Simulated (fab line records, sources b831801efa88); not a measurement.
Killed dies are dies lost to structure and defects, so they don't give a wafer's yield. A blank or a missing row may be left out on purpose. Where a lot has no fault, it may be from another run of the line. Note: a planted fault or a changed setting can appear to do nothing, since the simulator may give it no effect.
The tool behind it: which one? ; flow gf180mcu ; 6 lots (18 wafers sampled), 1 step of a 602-step route

## WHAT THE GAUGES SHOWED, per wafer
GF_POLY_GATE_CD_MEAS_10 targets a cd of 280 nm.
lot;measured;on;cd nm (nm)
L650;day 9 12:10;cd sem-01;280.8 280.9 281.7
L655;day 10 22:04;cd sem-02;279.1 279.7 279.1
L658;day 11 21:49;cd sem-02;280.2 279.4 279.8
L661;day 12 17:40;cd sem-02;281.1 280.0 278.8
L666;day 14 06:22;cd sem-01;280.8 281.3 280.1
L669;day 15 04:21;cd sem-01;279.5 279.8 280.8

## WHAT TOOL EACH LOT RAN ON (gives the tool, then ch and the chambers of the sampled wafers, and finally the start)
Record: no process step prior to these readings.

## THE ANSWER, worked out from the rows above alone
Rule: what is usual is taken from the lots themselves. The widest of any qualifying gaps counts: lots, ordered by their means at a reading, are off when they make up no more than a third of the lots, leave a main group of 4 or more, and stand apart from it by 3 or more times the standard deviation of that group's means. If all means in a main group match to the digits the tables above print for the reading, that group is not used. A lot without any number at a reading at which 4 lots or more have one is off too. All remaining lots with rows at the step are treated as sound.
No lot is off on any of the readings shown, so nothing can be concluded from this.

## WHAT HAD BEEN PUT IN BY THE SIMULATOR
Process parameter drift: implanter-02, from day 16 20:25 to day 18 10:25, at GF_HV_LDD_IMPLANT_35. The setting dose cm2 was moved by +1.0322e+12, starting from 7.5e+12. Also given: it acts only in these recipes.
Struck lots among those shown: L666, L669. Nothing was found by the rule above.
